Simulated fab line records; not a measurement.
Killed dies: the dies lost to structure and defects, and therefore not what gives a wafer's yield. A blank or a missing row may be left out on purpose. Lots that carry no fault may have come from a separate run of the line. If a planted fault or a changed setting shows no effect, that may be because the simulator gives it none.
What tool caused it? | flow gf180mcu | 13 lots with 39 wafers sampled at 6 steps, on a route of 602 steps

WHAT EACH GAUGE READ, for each wafer
GF_NSD_OVL_MEAS_08. Usual: for NSD_OVL the level is -0.3 nm and the standard deviation is 1.3.
lot  | measured     | on         | NSD_OVL (nm)   | flag
L895 | day 13 03:14 | overlay-02 | 1.7 -0.6 -0.2  |
L896 | day 13 17:34 | overlay-01 | -1.6 -2.4 -1.8 |
L897 | day 14 01:37 | overlay-01 | 0.8 -0.4 -0.9  |
L898 | day 14 04:29 | overlay-02 | 0.5 -0.4 -0.7  |
L899 | day 14 18:54 | overlay-02 | -2.7 -1.3 -1.1 |
L900 | day 14 23:23 | overlay-01 | -1.4 0.1 1.7   |
L901 | day 15 04:03 | overlay-02 | 2.3 -0.4 2.6   |
L905 | day 16 19:33 | overlay-01 | -0.5 -0.4 0.9  |
L907 | day 17 10:52 | overlay-01 | -0.1 1.1 1.3   |
L909 | day 18 07:39 | overlay-02 | 1.0 0.7 0.6    |
L912 | day 19 05:50 | overlay-02 | 1.2 1.1 0.0    |
L913 | day 19 12:38 | overlay-02 | 1.0 0.4 0.7    |
L917 | day 20 23:15 | overlay-02 | -1.5 -2.3 -1.8 |

GF_PSD_OVL_MEAS_08. Usual: for PSD_OVL the level is -0.8 nm and the standard deviation is 1.5.
lot  | measured     | on         | PSD_OVL (nm)   | flag
L895 | day 14 00:26 | overlay-01 | 0.4 1.4 1.3    |
L896 | day 14 14:32 | overlay-02 | -1.3 -0.7 1.1  |
L897 | day 14 22:52 | overlay-02 | -1.9 1.5 -0.3  |
L898 | day 15 02:04 | overlay-02 | -1.3 0.7 2.4   |
L899 | day 15 16:31 | overlay-01 | -0.7 0.8 -0.7  |
L900 | day 15 21:44 | overlay-02 | -0.4 -1.2 -1.3 |
L901 | day 16 01:37 | overlay-02 | -0.8 1.9 0.9   |
L905 | day 17 18:43 | overlay-02 | 1.5 0.5 -0.1   |
L907 | day 18 10:37 | overlay-02 | 1.8 0.7 0.8    |
L909 | day 19 08:49 | overlay-02 | -0.6 -0.1 -0.9 |
L912 | day 20 06:13 | overlay-01 | -3.3 -2.9 -3.5 |
L913 | day 20 12:43 | overlay-02 | 0.0 1.6 -0.3   |
L917 | day 21 23:19 | overlay-02 | -0.7 0.5 0.6   |

GF_PSD_RS_MEAS_14: measures by four-point-probe. Usual: for NSD_RS the level is 46.16 ohm/sq and the standard deviation is 0.085.
lot  | measured     | on            | NSD_RS (ohm/sq)   | flag
L895 | day 14 00:57 | film metro-01 | 46.14 46.10 46.17 |
L896 | day 14 15:04 | film metro-03 | 46.16 45.99 46.04 |
L897 | day 14 23:22 | film metro-03 | 46.16 46.20 46.13 |
L898 | day 15 02:32 | film metro-03 | 46.09 46.01 46.10 |
L899 | day 15 16:59 | film metro-03 | 46.05 46.12 46.03 |
L900 | day 15 22:16 | film metro-01 | 46.12 46.09 46.05 |
L901 | day 16 02:10 | film metro-04 | 46.12 46.17 46.06 |
L905 | day 17 19:11 | film metro-01 | 46.01 46.03 46.14 |
L907 | day 18 11:05 | film metro-03 | 46.19 46.06 46.21 |
L909 | day 19 09:19 | film metro-01 | 41.53 41.47 41.31 | OFF
L912 | day 20 06:43 | film metro-01 | 46.24 46.08 46.11 |
L913 | day 20 13:14 | film metro-04 | 41.61 41.58 41.58 | OFF
L917 | day 21 23:49 | film metro-04 | 46.09 46.15 46.23 |

GF_PSD_RS_MEAS_15: measures by four-point-probe. Usual: for PSD_RS the level is 108.67 ohm/sq and the standard deviation is 0.28.
lot  | measured     | on            | PSD_RS (ohm/sq)      | flag
L895 | day 14 01:04 | film metro-01 | 108.16 108.49 108.38 |
L896 | day 14 15:11 | film metro-03 | 108.38 108.73 108.54 |
L897 | day 14 23:29 | film metro-03 | 108.56 108.32 108.46 |
L898 | day 15 02:40 | film metro-03 | 108.66 108.41 108.89 |
L899 | day 15 17:07 | film metro-03 | 108.29 108.48 108.47 |
L900 | day 15 22:23 | film metro-01 | 108.32 108.08 108.51 |
L901 | day 16 02:17 | film metro-04 | 108.66 108.78 108.37 |
L905 | day 17 19:19 | film metro-01 | 108.45 108.47 108.34 |
L907 | day 18 11:13 | film metro-03 | 108.70 108.09 108.53 |
L909 | day 19 09:26 | film metro-01 | 95.09 95.21 94.95    | OFF
L912 | day 20 06:50 | film metro-01 | 109.17 108.79 108.78 |
L913 | day 20 13:22 | film metro-04 | 95.91 95.67 95.75    | OFF
L917 | day 21 23:56 | film metro-04 | 108.95 109.19 108.96 |

WHICH TOOL RAN EACH LOT (tool, then ch and the chambers of the sampled wafers, then the start)
lot  | GF_HV_LDD_STRIP_37                   | GF_PSD_RTA_13
L895 | plasma asher-01 ch 0,1, day 11 07:16 | rtp anneal-01 ch 0, day 14 00:51
L896 | plasma asher-02 ch 0,1, day 11 22:17 | rtp anneal-02 ch 0, day 14 14:58
L897 | plasma asher-01 ch 0,1, day 12 05:53 | rtp anneal-01 ch 0, day 14 23:16
L898 | plasma asher-01 ch 0,1, day 12 09:42 | rtp anneal-01 ch 0, day 15 02:28
L899 | plasma asher-02 ch 0, day 12 21:33   | rtp anneal-01 ch 0, day 15 16:54
L900 | plasma asher-02 ch 1, day 13 02:17   | rtp anneal-02 ch 0, day 15 22:11
L901 | plasma asher-02 ch 0,1, day 13 07:20 | rtp anneal-02 ch 0, day 16 02:00
L905 | plasma asher-01 ch 0,1, day 14 21:23 | rtp anneal-01 ch 0, day 17 19:07
L907 | plasma asher-02 ch 0, day 15 08:20   | rtp anneal-02 ch 0, day 18 11:01
L909 | plasma asher-01 ch 0,1, day 16 05:24 | rtp anneal-02 ch 0, day 19 09:13
L912 | plasma asher-01 ch 0,1, day 17 04:20 | rtp anneal-01 ch 0, day 20 06:37
L913 | plasma asher-02 ch 0,1, day 17 09:14 | rtp anneal-02 ch 0, day 20 13:08
L917 | plasma asher-03 ch 0,1, day 18 18:09 | rtp anneal-01 ch 0, day 21 23:43
- GF_HV_LDD_STRIP_37: strips in O2/N2.
- GF_PSD_RTA_13: time 20 s.

WHAT THE TOOLS THEMSELVES READ (means of the sampled wafers that have a number; where no wafer has one, the mark that the record gives instead)
GF_HV_LDD_STRIP_37. Usual: drypump motor current A 5.8 A, standard deviation 0.32; heater power w 346 W, standard deviation 26; oes product au 0.716 a.u., standard deviation 0.0045; strip time to endpoint s 12.63 s, standard deviation 0.044.
lot  | tool            | drypump motor current A (A) | heater power w (W) | oes product au (a.u.) | strip time to endpoint s (s) | flag
L895 | plasma asher-01 | 5.6                         | 367                | 0.716                 | 12.56                        |
L896 | plasma asher-02 | 6.1                         | 360                | 0.714                 | 12.64                        |
L897 | plasma asher-01 | 5.6                         | 359                | 0.717                 | 12.59                        |
L898 | plasma asher-01 | 5.5                         | 348                | 0.712                 | 12.71                        |
L899 | plasma asher-02 | 6.2                         | 376                | 0.720                 | 12.60                        |
L900 | plasma asher-02 | 6.0                         | 318                | 0.717                 | 12.64                        |
L901 | plasma asher-02 | 6.1                         | 337                | 0.714                 | 12.68                        |
L905 | plasma asher-01 | 5.5                         | 352                | 0.717                 | 12.66                        |
L907 | plasma asher-02 | 6.2                         | 370                | 0.712                 | 12.67                        |
L909 | plasma asher-01 | 5.6                         | 362                | 0.720                 | 12.65                        |
L912 | plasma asher-01 | 5.6                         | 367                | 0.717                 | 12.61                        |
L913 | plasma asher-02 | 6.1                         | 331                | 0.717                 | 12.68                        |
L917 | plasma asher-03 | 5.6                         | 327                | 0.715                 | 12.65                        |

GF_PSD_RTA_13. Usual: lamp power pct 33.8 %, standard deviation 2.1; wafer_temp_C_max 1030.7, standard deviation 1.2.
lot  | tool          | lamp power pct (%) | wafer_temp_C_max | flag
L895 | rtp anneal-01 | 35.8               | 1032.1           |
L896 | rtp anneal-02 | 31.6               | 1031.3           |
L897 | rtp anneal-01 | 35.8               | 1030.2           |
L898 | rtp anneal-01 | 35.8               | 1030.4           |
L899 | rtp anneal-01 | 35.8               | 1031.7           |
L900 | rtp anneal-02 | 31.5               | 1030.6           |
L901 | rtp anneal-02 | 31.6               | 1030.9           |
L905 | rtp anneal-01 | 35.8               | 1030.2           |
L907 | rtp anneal-02 | 31.6               | 1031.4           |
L909 | rtp anneal-02 | 34.3               | 1064.3           | OFF
L912 | rtp anneal-01 | 35.7               | 1031.4           |
L913 | rtp anneal-02 | 34.3               | 1062.4           | OFF
L917 | rtp anneal-01 | 35.8               | 1031.1           |

THE ANSWER, worked out from the rows above alone
Rule: take the mean of a lot's wafers that have a number; if it is more than 3 standard deviations from the usual mean, the lot is off. Also off: a lot with no number at a reading for which 4 or more lots have one. The other lots that the step has rows for count as sound. After the gauges, taken in route order, come the tools' own readings; for these a lot's mean is taken, as printed above. At the first step where some lot is off, the reading lying furthest off is the one used; lots without a number count as furthest.
Off: L909, L913, seen at GF_PSD_RS_MEAS_14 (NSD_RS).
A tool fits if, at a process step before that reading, it ran every lot that is off, and no sound lot after the first of them. The gauges at GF_PSD_RS_MEAS_14 aren't tried: what is off there is off at GF_PSD_RTA_13 too, on other tools, and a gauge's error can't cause that. One fits: GF_PSD_RTA_13 on rtp anneal-02. Its last sound lot is L907 (day 18 11:01), its first lot that is off L909 (day 19 09:13): a fault that began between those two fits.
The tool's own readings at GF_PSD_RTA_13 bear it out: on the lots that are off they differ by more than 5 times the standard deviation of the sound lots' means. wafer_temp_C_max reads 1063.3 there against 1031.0 on the sound lots.

WHAT THE SIMULATOR HAD INSERTED
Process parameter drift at GF_PSD_RTA_13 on rtp anneal-02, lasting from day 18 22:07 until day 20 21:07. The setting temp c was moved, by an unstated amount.
Lots struck among those shown: L909, L913. Same finding as the rule above.
